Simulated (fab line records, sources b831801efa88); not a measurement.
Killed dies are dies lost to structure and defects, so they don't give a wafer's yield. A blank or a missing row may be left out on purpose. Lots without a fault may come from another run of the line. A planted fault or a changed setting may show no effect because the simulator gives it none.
fab line records | flow sky130 | part 1 of 2: steps 1 to 25 of 35
record lots=5 wafers=15 last_day=49
route steps=708 shown METAL4@628 VIA4@639 METAL5@661
lots that met no fault: from a run of the same line without faults
start_h: hours from the record's first day to the start of the lot's first wafer shown | wait_h: hours since the lot's step before | " the same as in the row above | L1.1+2: a row that stands for several wafers | - no value, or no start given | * or withheld: withheld | < > ~ a bound
route shown NAME@n: a module of which the file shows steps, and the number in the route of the first | usual: mean/standard deviation of fault-free wafers | same: alike in all rows | chamber/n: place in a boat | sites: the reading at each site | _std_site: their standard deviation | _edge_site: outer sites' mean less inner sites' | radius_mm: how far each site lies from the wafer's centre | mask NAME#n: copy n | behind: the tool/chamber that last shaped the wafer | hold: why the lot was held/for how many hours/how that ended | device: the transistor (n, p or np) that didn't switch | end of line: the same wafers' tests at the end of the route | a step without rows: its recipe alone | killed: dies lost to structure and defects at the first sort, not the wafer's yield | map: a wafer's dies, x killed, . not, _ none there
set.NAME: the setting as run; set.NAME@STEP: as run at that earlier step | model.NAME: the simulator's own value behind a step, which no gauge read
lots at some steps of the route; a table a step, a row a wafer
services: from which hour (start_h, from the record's first day; less than 0 if before it) a tool's chamber was out of use, for how many hours, and why
## steps
# step SKY_METAL4_DEVELOP_12
# recipe develop_time_s=60 resist=KrF-thick dev_temp_c=21
# usual exhaust_pa=45.0/1
# columns lot.wafer tool chamber start_h wait_h exhaust_pa
L076.3 litho_track-01 0 - - 45.6
L076.4 " 0 " " 45.4
L076.6 " 0 " " 44.6
L078.3 litho_track-04 0 - - 45.1
L078.4 " 0 " " 45.0
L078.5 " 0 " " 44.9
L082.1 litho_track-04 0 - - 44.7
L082.2 " 0 " " 44.6
L082.3 " 0 " " 46.1
L092.1 litho_track-03 0 - - 44.0
L092.2 " 0 " " 44.2
L092.6 " 0 " " 45.4
L094.2 litho_track-03 0 - - 43.7
L094.4 " 0 " " 45.4
L094.6 " 0 " " 43.7
# step SKY_METAL4_CD_MEAS_13
# recipe target_cd_nm=300
# usual cd_nm=300.1/1.5
# columns lot.wafer tool chamber start_h wait_h cd_nm
L076.3 cd_sem-02 - 999.24 - 300.8
L076.4 " - " " 300.9
L076.6 " - " " 301.5
L078.3 cd_sem-01 - 1008.98 - 298.8
L078.4 " - " " 301.8
L078.5 " - " " 299.4
L082.1 cd_sem-01 - 1039.74 - 298.6
L082.2 " - " " 298.7
L082.3 " - " " 299.5
L092.1 cd_sem-02 - 1095.98 - 301.0
L092.2 " - " " 300.4
L092.6 " - " " 301.2
L094.2 cd_sem-01 - 1108.55 - 298.6
L094.4 " - " " 299.0
L094.6 " - " " 299.1
# step SKY_METAL4_OVL_MEAS_14
# usual METAL4_OVL=1/6.3
# columns lot.wafer tool chamber start_h wait_h METAL4_OVL[nm]
L076.3 overlay-01 - 999.33 0.1 1
L076.4 " - " " 0
L076.6 " - " " 1
L078.3 overlay-02 - 1009.07 0.1 -6
L078.4 " - " " -7
L078.5 " - " " -4
L082.1 overlay-02 - 1039.86 0.1 2
L082.2 " - " " 2
L082.3 " - " " 10
L092.1 overlay-01 - 1096.10 0.1 0
L092.2 " - " " 9
L092.6 " - " " 7
L094.2 overlay-01 - 1108.66 0.1 12
L094.4 " - " " 11
L094.6 " - " " 18
# step SKY_METAL4_DESCUM_15
# recipe chemistry=O2 source_power_w=150 bias_power_w=0 pressure_mtorr=10 temp_c=40 time_s=8
# usual drypump_motor_current_A=5.8/0.45 oes_product_au=0.994/0.011
# columns lot.wafer tool chamber start_h wait_h drypump_motor_current_A oes_product_au rf_hours_counter_h
L076.3 rie_metal-04 1 999.37 0.0 5.6 1.008 -
L076.4 " 0 " " 6.8 1.007 -
L076.6 " 0 " " 6.8 0.996 -
L078.3 rie_metal-03 0 1009.11 0.0 5.6 1.000 -
L078.4 " 1 " " 5.5 0.997 -
L078.5 " 0 " " 5.7 1.005 -
L082.1 rie_metal-02 1 1039.90 0.0 5.5 1.004 21
L082.2 " 0 " " 5.8 0.982 8
L082.3 " 0 " " 5.8 0.992 -
L092.1 rie_metal-02 0 1096.14 0.0 5.9 0.980 13
L092.2 " 1 " " 5.5 0.978 2
L092.6 " 0 " " 5.8 0.976 -
L094.2 rie_metal-04 1 1108.69 0.0 5.6 1.008 18
L094.4 " 1 " " 5.6 1.009 -
L094.6 " 0 " " 6.8 0.999 -
# step SKY_METAL4_ETCH_16
# recipe chemistry=N2/H2 target=BARC ion_energy_ev=200 bias_w=100 pressure_mtorr=30 n2_flow_sccm=100 h2_flow_sccm=200 icp_w=500 stop_on=SiO2 time_s=88.2 target_depth_a=600
# usual drypump_motor_current_A=5.8/0.45 h2_flow_sccm=200.0/0.61 oes_product_au=0.626/0.005 throttle_valve_pct=13.206/0.0083
# columns lot.wafer tool chamber start_h wait_h drypump_motor_current_A h2_flow_sccm oes_product_au rf_hours_counter_h throttle_valve_pct
L076.3 rie_metal-04 1 999.42 0.0 5.6 199.3 0.624 - 13.209
L076.4 " 0 " " 6.8 199.5 0.626 - 13.210
L076.6 " 0 " " 6.8 199.2 0.624 - 13.209
L078.3 rie_metal-03 0 1009.16 0.0 5.6 199.9 0.623 - 13.222
L078.4 " 1 " " 5.5 200.0 0.626 - 13.186
L078.5 " 0 " " 5.7 200.2 0.622 - 13.224
L082.1 rie_metal-02 1 1039.93 0.0 5.4 199.3 0.625 21 13.209
L082.2 " 0 " " 5.9 200.7 0.635 8 13.209
L082.3 " 0 " " 5.9 200.0 0.626 - 13.215
L092.1 rie_metal-02 0 1096.17 0.0 5.9 200.3 0.627 13 13.219
L092.2 " 1 " " 5.4 200.3 0.620 2 13.199
L092.6 " 0 " " 5.9 200.3 0.633 - 13.201
L094.2 rie_metal-04 1 1108.72 0.0 5.6 198.7 0.622 18 13.202
L094.4 " 1 " " 5.7 199.2 0.626 - 13.192
L094.6 " 0 " " 6.8 201.6 0.633 - 13.201
# step SKY_METAL4_ETCH_17
# recipe target=SiO2 stop_on=TiN chemistry=C4F8/O2/Ar source_w=1500 bias_w=1200 pressure_mtorr=40 c4f8_flow_sccm=withheld O2_flow_sccm=6 Ar_flow_sccm=300 time_s=3.9 target_depth_a=150
# usual oes_product_au=0.756/0.0079
# columns lot.wafer tool chamber start_h wait_h oes_product_au rf_hours_counter_h
L076.3 rie_diel-04 2 999.49 0.0 0.756 5
L076.4 " 1 " " 0.770 22
L076.6 " 1 " " 0.761 -
L078.3 rie_diel-04 3 1009.23 0.0 0.752 15
L078.4 " 2 " " 0.746 5
L078.5 " 0 " " 0.747 -
L082.1 rie_diel-03 2 1040.03 0.1 0.743 9
L082.2 " 1 " " 0.750 12
L082.3 " 3 " " 0.760 9
L092.1 rie_diel-03 2 1096.27 0.1 0.753 11
L092.2 " 0 " " 0.753 17
L092.6 " 0 " " 0.759 -
L094.2 rie_diel-04 2 1108.82 0.1 0.766 7
L094.4 " 3 " " 0.775 -
L094.6 " 0 " " 0.772 -
# step SKY_METAL4_METAL_ETCH_18
# recipe target_depth_a=8450 stop_on=SiO2 over_etch_frac=0.3 time_s=183.1 chemistry=Cl2/BCl3 resist_sidewall_deg=88 pressure_mtorr=10 icp_w=900 bias_w=48.5 Cl2_flow_sccm=60 bcl3_flow_sccm=30
# usual drypump_motor_current_A=5.8/0.43 oes_product_au=0.867/0.0068 throttle_valve_pct=22.264/0.0098
# columns lot.wafer tool chamber start_h wait_h drypump_motor_current_A oes_product_au rf_hours_counter_h throttle_valve_pct
L076.3 rie_metal-03 0 999.63 0.1 5.6 0.857 - 22.261
L076.4 " 1 " " 5.4 0.867 - 22.265
L076.6 " 1 " " 5.4 0.862 - 22.269
L078.3 rie_metal-02 1 1009.30 0.1 5.4 0.857 - 22.252
L078.4 " 0 " " 5.8 0.868 - 22.262
L078.5 " 1 " " 5.4 0.867 - 22.269
L082.1 rie_metal-03 1 1040.05 0.0 5.5 0.868 14 22.272
L082.2 " 0 " " 5.6 0.869 10 22.284
L082.3 " 1 " " 5.4 0.866 - 22.282
L092.1 rie_metal-03 1 1096.29 0.0 5.5 0.869 19 22.259
L092.2 " 0 " " 5.6 0.874 15 22.260
L092.6 " 0 " " 5.6 0.870 - 22.262
L094.2 rie_metal-03 0 1108.84 0.0 5.6 0.869 16 22.255
L094.4 " 1 " " 5.5 0.865 - 22.275
L094.6 " 0 " " 5.6 0.872 - 22.268
# step SKY_METAL4_STRIP_19
# recipe chemistry=O2/N2 power_w=1400 pressure_mtorr=1500 platen_temp_c=withheld o2_flow_sccm=3000 n2_flow_sccm=300 overash_fraction=0.5
# usual drypump_motor_current_A=6.10/0.21 oes_product_au=0.505/0.0064 strip_time_to_endpoint_s=6.63/0.11
# columns lot.wafer tool chamber start_h wait_h drypump_motor_current_A oes_product_au rf_hours_counter_h strip_time_to_endpoint_s
L076.3 plasma_asher-04 1 999.78 0.1 6.09 0.506 - 6.51
L076.4 " 0 " " 6.22 0.509 - 6.57
L076.6 " 0 " " 6.20 0.496 - 6.57
L078.3 plasma_asher-02 1 1009.46 0.1 6.32 0.500 - 6.59
L078.4 " 0 " " 6.07 0.515 - 6.80
L078.5 " 0 " " 6.07 0.509 - 6.58
L082.1 plasma_asher-03 1 1040.22 0.1 6.17 0.512 90 6.79
L082.2 " 0 " " 5.71 0.506 90 6.64
L082.3 " 1 " " 6.18 0.513 - 6.80
L092.1 plasma_asher-04 1 1096.47 0.1 6.10 0.509 67 6.76
L092.2 " 0 " " 6.24 0.504 67 6.56
L092.6 " 0 " " 6.22 0.499 - 6.56
L094.2 plasma_asher-03 0 1109.02 0.1 5.72 0.501 97 6.52
L094.4 " 0 " " 5.71 0.512 - 6.67
L094.6 " 1 " " 6.16 0.502 - 6.57
# step SKY_METAL4_STRIP_20
# recipe chemistry=post_etch_residue_remover time_s=1200 temp_c=72.5
# columns lot.wafer tool chamber start_h wait_h
L076.3+4+6 wet_bench-04 3 1000.36 0.5
L078.3+4+5 wet_bench-01 2 1009.52 0.0
L082.1+2+3 wet_bench-01 3 1040.32 0.1
L092.1+2+6 wet_bench-02 1 1096.57 0.1
L094.2+4+6 wet_bench-02 3 1109.12 0.1
# step SKY_METAL4_CLEAN_21
# recipe chemistry=IPA time_s=180 temp_c=25
# columns lot.wafer tool chamber start_h wait_h
L076.3+4+6 wet_bench-02 1 1000.70 0.0
L078.3+4+5 wet_bench-04 1 1009.90 0.0
L082.1+2+3 wet_bench-04 0 1041.07 0.0
L092.1+2+6 wet_bench-01 0 1096.91 0.0
L094.2+4+6 wet_bench-01 1 1109.49 0.0
# step SKY_METAL4_CLEAN_22
# recipe chemistry=O3/DIW dry=n2_spin
# columns lot.wafer tool chamber start_h wait_h
L076.3+4+6 wet_bench-04 0 1000.81 0.0
L078.3+4+5 wet_bench-01 0 1009.95 0.0
L082.1+2+3 wet_bench-02 2 1041.13 0.0
L092.1+2+6 wet_bench-04 1 1096.97 0.0
L094.2+4+6 wet_bench-01 0 1109.55 0.0
# step SKY_VIA4_HDPCVD_00
# recipe material=SiO2 target_thk_nm=1750 sigma_open_frac=0.3 time_s=291.7 temp_c=400 sih4_flow_sccm=60 pressure_mtorr=6
# columns lot.wafer tool chamber start_h wait_h
L076.3+4+6 hdpcvd-01 1,2,1 1000.91 0.0
L078.3+4+5 hdpcvd-02 0,0,2 1010.05 0.0
L082.1+2+3 hdpcvd-02 2,0,1 1041.22 0.0
L092.1+2+6 hdpcvd-01 1,2,0 1097.06 0.0
L094.2+4+6 hdpcvd-02 2,1,2 1109.64 0.0
# step SKY_VIA4_THK_MEAS_01
# recipe reads=SiO2_of_VIA4_HDPCVD_00
# usual VIA4_HDPCVD_THK=1749/19
# columns lot.wafer tool chamber start_h wait_h VIA4_HDPCVD_THK[nm]
L076.3 film_metro-01 - 1001.11 0.1 1757
L076.4 " - " " 1762
L076.6 " - " " 1762
L078.3 film_metro-04 - 1010.25 0.1 1750
L078.4 " - " " 1739
L078.5 " - " " 1754
L082.1 film_metro-01 - 1041.40 0.1 1705
L082.2 " - " " 1736
L082.3 " - " " 1738
L092.1 film_metro-04 - 1097.24 0.1 1747
L092.2 " - " " 1718
L092.6 " - " " 1748
L094.2 film_metro-01 - 1109.83 0.1 1735
L094.4 " - " " 1764
L094.6 " - " " 1764
# step SKY_VIA4_CMP_02
# recipe material=SiO2 down_force_psi=4 platen_rpm=60 pad_velocity_m_s=0.94248
# usual motor_current_A=12.8/0.71
# columns lot.wafer tool chamber start_h wait_h motor_current_A
L076.3 cmp-01 0 1001.15 0.0 13.1
L076.4 " 1 " " 13.1
L076.6 " 0 " " 13.7
L078.3 cmp-02 1 1010.34 0.1 12.3
L078.4 " 2 " " 12.0
L078.5 " 1 " " 12.2
L082.2 cmp-01 3 1041.46 0.0 12.7
L082.3 " 1 " " 12.8
L082.1 " 2 " " 13.1
L092.1 cmp-01 0 1097.47 0.2 14.1
L092.2 " 3 " " 12.4
L092.6 " 1 " " 13.6
L094.4 cmp-02 3 1109.93 0.1 12.7
L094.2 " 1 " " 11.7
L094.6 " 2 " " 11.4
# step SKY_VIA4_BOW_MEAS_03
# recipe mode=bow
# usual VIA4_BOW=77/7.5
# columns lot.wafer tool chamber start_h wait_h VIA4_BOW[um]
L076.3 film_metro-02 - 1001.49 0.3 71
L076.4 " - " " 78
L076.6 " - " " 76
L078.3 film_metro-02 - 1010.63 0.2 66
L078.4 " - " " 78
L078.5 " - " " 73
L082.1 film_metro-04 - 1041.76 0.1 77
L082.2 " - " " 87
L082.3 " - " " 79
L092.1 film_metro-01 - 1097.77 0.2 70
L092.2 " - " " 73
L092.6 " - " " 68
L094.2 film_metro-02 - 1110.20 0.1 87
L094.4 " - " " 77
L094.6 " - " " 65
# step SKY_VIA4_DEHYDRATE_04
# recipe temp_c=200 time_s=60
# usual exhaust_pa=45.1/0.78
# columns lot.wafer tool chamber start_h wait_h exhaust_pa
L076.3 litho_track-02 0 1012.19 10.7 47.2
L076.4 " 0 " " 45.0
L076.6 " 0 " " 47.1
L078.3 litho_track-02 0 1021.34 10.7 44.0
L078.4 " 0 " " 45.0
L078.5 " 0 " " 46.1
L082.1 litho_track-02 0 1052.84 11.1 45.3
L082.2 " 0 " " 45.8
L082.3 " 0 " " 45.5
L092.1 litho_track-03 0 1106.93 9.1 45.3
L092.2 " 0 " " 44.6
L092.6 " 0 " " 45.1
L094.2 litho_track-02 0 1120.27 10.1 45.7
L094.4 " 0 " " 44.9
L094.6 " 0 " " 45.0
# step SKY_VIA4_HMDS_05
# recipe prime_time_s=60 prime_temp_c=120
# usual exhaust_pa=44.9/0.93 prime_temp_c=120.00/0.13
# columns lot.wafer tool chamber start_h wait_h exhaust_pa prime_temp_c
L076.3 litho_track-02 0 1012.34 0.1 45.0 119.99
L076.4 " 0 " " 45.1 119.86
L076.6 " 0 " " 45.3 120.09
L078.3 litho_track-02 0 1021.49 0.1 44.2 119.93
L078.4 " 0 " " 44.7 119.83
L078.5 " 0 " " 43.9 119.97
L082.1 litho_track-02 0 1052.99 0.1 46.8 119.97
L082.2 " 0 " " 46.8 120.07
L082.3 " 0 " " 45.8 119.94
L092.1 litho_track-03 0 1107.08 0.1 44.2 120.02
L092.2 " 0 " " 44.5 120.13
L092.6 " 0 " " 44.4 120.00
L094.2 litho_track-02 0 1120.42 0.1 44.9 120.22
L094.4 " 0 " " 44.5 119.94
L094.6 " 0 " " 44.9 119.86
# step SKY_VIA4_COAT_06
# recipe resist=NOVOLAK spin_rpm=3000 resist_thk_nm=1140
# usual exhaust_pa=45.0/0.83
# columns lot.wafer tool chamber start_h wait_h exhaust_pa
L076.3 litho_track-02 0 1012.49 0.1 45.5
L076.4 " 0 " " 44.2
L076.6 " 0 " " 45.1
L078.3 litho_track-02 0 1021.64 0.1 45.1
L078.4 " 0 " " 44.7
L078.5 " 0 " " 44.6
L082.1 litho_track-02 0 1053.14 0.1 44.9
L082.2 " 0 " " 44.1
L082.3 " 0 " " 44.0
L092.1 litho_track-03 0 1107.23 0.1 44.9
L092.2 " 0 " " 44.4
L092.6 " 0 " " 44.5
L094.2 litho_track-02 0 1120.57 0.1 45.6
L094.4 " 0 " " 44.8
L094.6 " 0 " " 43.8
# step SKY_VIA4_SOFTBAKE_07
# recipe temp_c=90 time_s=60 resist=NOVOLAK
# usual exhaust_pa=45.2/0.98
# columns lot.wafer tool chamber start_h wait_h exhaust_pa
L076.3 litho_track-02 0 1012.64 0.1 45.1
L076.4 " 0 " " 44.4
L076.6 " 0 " " 44.8
L078.3 litho_track-02 0 1021.79 0.1 45.9
L078.4 " 0 " " 47.2
L078.5 " 0 " " 46.8
L082.1 litho_track-02 0 1053.29 0.1 45.7
L082.2 " 0 " " 45.3
L082.3 " 0 " " 43.7
L092.1 litho_track-03 0 1107.38 0.1 46.3
L092.2 " 0 " " 45.9
L092.6 " 0 " " 45.9
L094.2 litho_track-02 0 1120.72 0.1 46.1
L094.4 " 0 " " 44.5
L094.6 " 0 " " 45.5
# step SKY_VIA4_EXPOSE_08
# recipe mask_id=VIM4 na=0.6 source_shape=conventional sigma_outer=0.6 polarization=unpolarized target_cd_nm=800 dose_mj=132
# columns lot.wafer tool chamber start_h wait_h mask
L076.3+4+6 iline_stepper-01 0 - - VIM4#0
L078.3+4+5 iline_stepper-01 0 - - VIM4#0
L082.1+2+3 iline_stepper-02 0 - - VIM4#0
L092.1+2+6 iline_stepper-02 0 - - VIM4#0
L094.2+4+6 iline_stepper-02 0 - - VIM4#0
# step SKY_VIA4_PEB_09
# recipe temp_c=withheld time_s=* resist=NOVOLAK
# usual exhaust_pa=45.0/0.94
# columns lot.wafer tool chamber start_h wait_h exhaust_pa
L076.3 litho_track-01 0 - - 44.5
L076.4 " 0 " " 46.0
L076.6 " 0 " " 44.8
L078.3 litho_track-02 0 - - 45.0
L078.4 " 0 " " 44.0
L078.5 " 0 " " 45.2
L082.1 litho_track-02 0 - - 44.9
L082.2 " 0 " " 45.2
L082.3 " 0 " " 45.3
L092.1 litho_track-03 0 - - 43.5
L092.2 " 0 " " 44.7
L092.6 " 0 " " 45.7
L094.2 litho_track-01 0 - - 45.3
L094.4 " 0 " " 46.5
L094.6 " 0 " " 45.1
# step SKY_VIA4_DEVELOP_10
# recipe resist=NOVOLAK developer=TMAH develop_time_s=60 dev_temp_c=23
# usual exhaust_pa=45.2/0.98
# columns lot.wafer tool chamber start_h wait_h exhaust_pa
L076.3 litho_track-01 0 1023.95 0.1 44.1
L076.4 " 0 " " 45.3
L076.6 " 0 " " 44.1
L078.3 litho_track-02 0 1033.14 0.1 46.4
L078.4 " 0 " " 47.4
L078.5 " 0 " " 47.1
L082.1 litho_track-02 0 1063.29 0.1 45.6
L082.2 " 0 " " 45.3
L082.3 " 0 " " 44.2
L092.1 litho_track-03 0 1117.43 0.1 44.7
L092.2 " 0 " " 45.1
L092.6 " 0 " " 44.7
L094.2 litho_track-01 0 1130.03 0.1 46.0
L094.4 " 0 " " 45.4
L094.6 " 0 " " 45.5
# step SKY_VIA4_OVL_MEAS_11
# usual VIA4_OVL=1.2/1.4
# columns lot.wafer tool chamber start_h wait_h VIA4_OVL[nm]
L076.3 overlay-02 - 1024.06 0.1 1.6
L076.4 " - " " 1.4
L076.6 " - " " -0.7
L078.3 overlay-02 - 1033.25 0.1 -1.3
L078.4 " - " " -1.0
L078.5 " - " " 0.2
L082.1 overlay-02 - 1063.44 0.1 -0.4
L082.2 " - " " -2.4
L082.3 " - " " 1.4
L092.1 overlay-02 - 1117.58 0.1 2.1
L092.2 " - " " 2.9
L092.6 " - " " 3.8
L094.2 overlay-01 - 1130.16 0.1 2.2
L094.4 " - " " 2.6
L094.6 " - " " 2.8
# step SKY_VIA4_ETCH_12
# recipe target=SiO2 chemistry=C4F8/O2/Ar stop_on=TiN mask_material=NOVOLAK source_w=1500 bias_w=1200 pressure_mtorr=40 c4f8_flow_sccm=withheld O2_flow_sccm=6 Ar_flow_sccm=300 time_s=withheld target_depth_a=5800
# usual oes_product_au=0.926/0.0045
# columns lot.wafer tool chamber start_h wait_h oes_product_au
L076.3 rie_diel-03 1 1024.09 0.0 0.931
L076.4 " 2 " " 0.921
L076.6 " 3 " " 0.930
L078.3 rie_diel-04 1 1033.28 0.0 0.920
L078.4 " 0 " " 0.927
L078.5 " 1 " " 0.925
L082.1 rie_diel-01 3 1063.48 0.0 0.921
L082.2 " 0 " " 0.925
L082.3 " 1 " " 0.928
L092.1 rie_diel-04 2 1117.62 0.0 0.928
L092.2 " 3 " " 0.923
L092.6 " 3 " " 0.927
L094.2 rie_diel-01 1 1130.19 0.0 0.927
L094.4 " 3 " " 0.919
L094.6 " 1 " " 0.921
# step SKY_VIA4_STRIP_13
# recipe chemistry=O2/N2 power_w=1400 pressure_mtorr=1500 platen_temp_c=withheld o2_flow_sccm=3000 n2_flow_sccm=300 overash_fraction=0.5
# usual drypump_motor_current_A=5.92/0.3 oes_product_au=0.709/0.0046 strip_time_to_endpoint_s=12.80/0.031
# columns lot.wafer tool chamber start_h wait_h drypump_motor_current_A oes_product_au rf_hours_counter_h strip_time_to_endpoint_s
L076.3 plasma_asher-02 0 1024.20 - 6.05 0.706 - 12.84
L076.4 " 1 " " 6.33 0.717 - 12.84
L076.6 " 1 " " 6.33 0.709 - 12.82
L078.3 plasma_asher-02 1 1033.38 - 6.36 0.706 - 12.77
L078.4 " 0 " " 6.10 0.711 - 12.77
L078.5 " 0 " " 6.11 0.711 - 12.81
L082.1 plasma_asher-01 1 1063.55 - 5.51 0.711 29 12.87
L082.2 " 0 " " 5.80 0.708 29 12.82
L082.3 " 0 " " 5.87 0.706 - 12.85
L092.1 plasma_asher-02 0 1117.73 - 6.04 0.706 5 12.73
L092.2 " 1 " " 6.32 0.715 5 12.79
L092.6 " 0 " " 6.05 0.711 - 12.76
L094.2 plasma_asher-01 1 1130.26 - 5.48 0.714 36 12.80
L094.4 " 0 " " 5.81 0.711 - 12.80
L094.6 " 0 " " 5.79 0.701 - 12.77
